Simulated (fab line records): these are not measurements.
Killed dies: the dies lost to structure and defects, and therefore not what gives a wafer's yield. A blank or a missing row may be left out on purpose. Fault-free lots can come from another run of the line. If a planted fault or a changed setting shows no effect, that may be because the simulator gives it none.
Which tool was responsible? | flow gf180mcu | at 1 step of a route of 602, 12 lots with 36 wafers sampled

## WHAT THE GAUGES SHOWED, per wafer
GF_V3_BOW_MEAS_05.
lot  | measured     | on           | V3_BOW (um)
L075 | day 21 17:47 | filmMetro-02 | 112 127 125
L077 | day 22 08:09 | filmMetro-04 | 113 118 101
L079 | day 23 08:04 | filmMetro-04 | 100 99 113
L081 | day 23 21:19 | filmMetro-04 | 121 113 125
L083 | day 24 17:26 | filmMetro-03 | 121 126 132
L085 | day 25 12:31 | filmMetro-04 | 111 105 110
L087 | day 26 02:52 | filmMetro-02 | 127 114 112
L089 | day 26 18:11 | filmMetro-03 | 123 113 114
L091 | day 27 03:43 | filmMetro-02 | 115 114 114
L093 | day 27 18:41 | filmMetro-02 | 108 125 111
L095 | day 28 06:06 | filmMetro-02 | 114 102 102
L097 | day 28 18:19 | filmMetro-04 | 133 123 115

## WHICH TOOL RAN EACH LOT (tool, then ch and the chambers of the sampled wafers, then the start)
The record shows no process step preceding these readings.

## THE ANSWER, worked out from the rows above alone
Rule: the usual values come from the lots themselves. The widest of any qualifying gaps counts: lots, ordered by their means at a reading, are off when they make up no more than a third of the lots, leave a main group of 4 or more, and stand apart from it by 3 or more times the standard deviation of that group's means. If all means in a main group match to the digits the tables above print for the reading, that group is not used. Also off: a lot with no number at a reading for which 4 or more lots have one. The other lots that the step has rows for count as sound.
Nothing can be told from this: no lot is off at any reading shown.

## WHAT WAS PUT IN BY THE SIMULATOR
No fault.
